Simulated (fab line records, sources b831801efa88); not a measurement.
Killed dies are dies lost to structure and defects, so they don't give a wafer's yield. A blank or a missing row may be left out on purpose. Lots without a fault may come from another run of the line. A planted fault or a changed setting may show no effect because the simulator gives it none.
A struck lot beside a sound one | flow gf180mcu | 15 steps out of a route of 602
Sound: wafers L704.2, L704.3, L704.6. Struck: wafers L707.1, L707.3, L707.6. The cause comes at the end.
At each step with rows: each side's tool, then ch and its chambers, then its first start. Under that, the readings that differ: sound wafers | struck wafers | difference of the means | sigmas: that difference in standard deviations of wafers without a fault.
alike: readings whose means differ by less than 2 such deviations, and words and numbers that are the same on both sides. not compared: withheld readings, readings that some wafer has no value for, bounds like >300 that may hide the same value, and numbers for which the record gives no deviation and whose values overlap.
The two part at a step that has a row with sigmas, a row that says differs or no value, or rows on one side only. Numbers that don't overlap but have no deviation are shown without sigmas and don't part them. A reading that every wafer of one side lacks parts them only if that side has two wafers or more.

first, 1 step without rows for these wafers: GF_VT_IMPLANT_IMPLANT_19.
GF_VT_IMPLANT_STRIP_20: strips in O2/N2.
  sound on plasma_asher-04 ch 0,1, day 7 14:31; struck on plasma_asher-02 ch 0,1, day 8 07:16
  alike: chamber_pressure_mTorr, drypump_motor_current_A, heater_power_w, oes_product_au, strip_time_to_endpoint_s
  not compared: rf_hours_counter_h
GF_VT_IMPLANT_TW_MEAS_21:
  sound on film_metro-04, day 7 14:37; struck on film_metro-01, day 8 07:22
  alike: VT_IMPLANT_2_TW
then, 7 steps without rows for these wafers: GF_VT_IMPLANT_DEHYDRATE_22 (time 60 s); GF_VT_IMPLANT_HMDS_23 (prime time 60 s); GF_VT_IMPLANT_COAT_24 (resist thk 1000 nm); GF_VT_IMPLANT_SOFTBAKE_25 (time 60 s); GF_VT_IMPLANT_EXPOSE_26 (exposes mask LVPWELL HV AREA, target cd 860 nm); GF_VT_IMPLANT_PEB_27; GF_VT_IMPLANT_DEVELOP_28 (develop time 60 s).
GF_VT_IMPLANT_OVL_MEAS_29:
  sound on overlay-02, day 8 05:46; struck on overlay-02, day 9 00:01
  alike: VT_IMPLANT_02_OVL
then, 1 step without rows for these wafers: GF_VT_IMPLANT_IMPLANT_30.
GF_VT_IMPLANT_STRIP_31: strips in O2/N2.
  sound on plasma_asher-04 ch 0,1, day 8 05:57; struck on plasma_asher-04 ch 0,1, day 9 00:12
  reading                        | sound                | struck               | difference | sigmas
  chamber_pressure_mTorr (mTorr) | 1497.5 1497.8 1500.9 | 1800.4 1799.1 1801.8 | +301.7     | +99 or more
  oes_product_au (a.u.)          | 0.711 0.709 0.715    | 0.740 0.735 0.735    | +0.025     | +5
  strip_time_to_endpoint_s (s)   | 12.67 12.64 12.63    | 12.13 12.19 12.13    | -0.50      | -16
  alike: drypump_motor_current_A, heater_power_w
  not compared: rf_hours_counter_h
GF_VT_IMPLANT_TW_MEAS_32:
  sound on film_metro-03, day 8 06:04; struck on film_metro-04, day 9 00:18
  alike: VT_IMPLANT_3_TW
then, 1 step without rows for these wafers: GF_PASSIVATION_PROBE_99.

WHERE THEY PART
Only at GF_VT_IMPLANT_STRIP_31, within this record. Later steps at which nothing parts them and some readings are alike: GF_VT_IMPLANT_TW_MEAS_32.

WHY: what the simulator had put in
Process parameter drift: plasma_asher-04, from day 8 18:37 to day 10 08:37, at GF_VT_IMPLANT_STRIP_31. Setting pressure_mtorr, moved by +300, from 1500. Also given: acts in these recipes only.
